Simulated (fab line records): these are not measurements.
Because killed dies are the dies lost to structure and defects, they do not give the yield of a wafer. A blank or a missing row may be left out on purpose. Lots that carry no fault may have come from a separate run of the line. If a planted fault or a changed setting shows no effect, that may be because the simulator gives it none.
Which tool is to blame? -- flow gf180mcu -- Sampling: 13 lots, 39 wafers, 2 of 602 route steps

== WHAT THE GAUGES SHOWED, per wafer ==
GF_LVPWELL_TW_MEAS_11.
lot,measured,on,LVPWELL_TW
L843,day 4 02:34,film-metro-01,563 568 564
L845,day 4 13:41,film-metro-04,561 562 558
L848,day 5 07:31,film-metro-01,568 567 571
L850,day 5 18:17,film-metro-01,567 570 569
L851,day 6 02:13,film-metro-01,560 564 563
L853,day 6 12:59,film-metro-04,559 556 554
L854,day 6 19:06,film-metro-01,563 564 566
L860,day 8 02:52,film-metro-02,563 562 559
L861,day 8 13:16,film-metro-04,560 558 558
L862,day 8 15:02,film-metro-01,562 562 564
L863,day 8 20:26,film-metro-04,556 563 555
L864,day 9 02:40,film-metro-02,559 560 560
L865,day 9 07:32,film-metro-01,558 559 560

GF_VT_IMPLANT_OVL_MEAS_07.
lot,measured,on,VT_IMPLANT_OVL (nm)
L843,day 5 21:37,overlay-01,1.0 2.0 1.8
L845,day 6 10:10,overlay-02,0.5 -0.7 0.5
L848,day 7 05:53,overlay-02,-0.5 -2.4 1.1
L850,day 7 17:43,overlay-01,0.1 0.3 -0.5
L851,day 8 02:05,overlay-01,-0.4 -0.5 0.8
L853,day 8 14:04,overlay-02,2.1 0.1 -1.7
L854,day 8 21:14,overlay-01,-1.4 1.5 -1.9
L860,day 10 07:23,overlay-01,2.5 2.2 1.5
L861,day 10 17:17,overlay-02,-2.6 -1.6 -2.4
L862,day 10 19:37,overlay-02,0.8 0.1 2.0
L863,day 11 03:04,overlay-01,1.6 1.6 1.2
L864,day 11 09:09,overlay-01,0.5 -0.9 2.1
L865,day 11 13:41,overlay-02,1.8 2.8 -1.6

== WHICH TOOL RAN EACH LOT (tool, then ch and the chambers of the sampled wafers, then the start) ==
Record: no process step prior to these readings.

== AS READ BY THE TOOLS THEMSELVES (means over the sampled wafers that have a number; for cases with no such wafer, the mark the record gives instead) ==
The record holds no such reading with a usual standard deviation.

== THE ANSWER, worked out from the rows above alone ==
Rule: usual is defined by the lots themselves. The widest of any qualifying gaps counts: lots, ordered by their means at a reading, are off when they make up no more than a third of the lots, leave a main group of 4 or more, and stand apart from it by 3 or more times the standard deviation of that group's means. The tables above print the reading to a certain number of digits; a main group whose means all agree to those digits is not used. A lot without any number at a reading at which 4 lots or more have one is off too. All remaining lots with rows at the step are treated as sound. After the gauges, taken in route order, come the tools' own readings; for these a lot's mean is taken, as printed above. At the first step where some lot is off, the reading lying furthest off is the one used; lots without a number count as furthest.
Across all readings shown, no lot is off: no conclusion can be drawn from this.

== WHAT THE SIMULATOR HAD PUT IN ==
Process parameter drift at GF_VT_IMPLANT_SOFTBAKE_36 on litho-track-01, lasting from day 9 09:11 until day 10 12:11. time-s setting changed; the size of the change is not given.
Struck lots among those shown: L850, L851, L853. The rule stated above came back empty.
